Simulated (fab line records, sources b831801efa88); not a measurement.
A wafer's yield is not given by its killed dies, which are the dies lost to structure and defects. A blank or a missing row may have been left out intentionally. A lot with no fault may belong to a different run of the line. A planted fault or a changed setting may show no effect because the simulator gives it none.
Matching of chambers ; flow sky130 ; SKY_FIELD_ISO_CMP_27 on cmp-01 has 4 sister chambers
The step polishes, stops on Si3N4, t overpolish 16 s, target thk 457.8 nm. 14 wafers are shown with their chamber, then 7 later ones without.

WAFERS WITH THEIR CHAMBER
wafer;chamber;motor-current-A (A);time-to-endpoint-s (s);overpolish-run-s (s)
L783.4;3;12.5;110;15.990
L783.5;3;12.8;112;16.011
L783.6;2;11.8;113;16.009
L793.3;3;12.4;116;16.012
L793.4;2;11.4;116;16.006
L793.5;1;12.2;111;15.985
L796.4;0;13.8;120;16.011
L796.5;0;13.9;118;16.003
L796.6;1;11.7;115;15.997
L799.1;2;11.6;120;16.003
L799.2;0;13.3;123;15.999
L799.4;3;12.7;119;15.992
L802.3;0;14.3;120;16.006
L802.4;3;12.7;115;15.990

SIGNATURES, as means of the wafers listed above
reading;chamber 0;chamber 1;chamber 2;chamber 3;scatter within a chamber
motor-current-A;13.825;11.950;11.600;12.620;0.286
time-to-endpoint-s;120.25;113.00;116.33;114.40;3.08
overpolish-run-s;16.00475;15.99100;16.00600;15.99900;0.00831
Rule: distance of a wafer from a chamber = root of the sum over the readings of ((wafer's reading minus chamber's mean) / reading's scatter) squared. The wafer belongs to the nearest chamber; if the next one is less than 2 further off, it can't be placed. The scatter: the root of (the sum of the squares of (reading less its chamber's mean) over the shown wafers, divided by (wafers less chambers)).

WAFERS MISSING THEIR CHAMBER
wafer;motor-current-A (A);time-to-endpoint-s (s);overpolish-run-s (s)
L802.6;12.3;114;16.000
L804.1;11.9;111;15.998
L804.2;12.6;110;16.016
L804.4;11.8;115;15.989
L805.2;11.9;117;16.001
L805.4;12.8;114;16.002
L805.6;11.4;116;15.990

THE CHAMBER EACH PASSED THROUGH
wafer;from the rows above;in truth
L802.6;can't be placed: 3 or 1 or 2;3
L804.1;can't be placed: 1 or 2 or 3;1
L804.2;can't be placed: 3 or 1 or 2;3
L804.4;can't be placed: 1 or 2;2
L805.2;can't be placed: 2 or 1 or 3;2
L805.4;3;3
L805.6;can't be placed: 2 or 1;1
Correct placement for 1 of the 7. Can't be placed from these rows: 6 (the true chamber is among the candidates in 6). Number placed wrongly: 0.
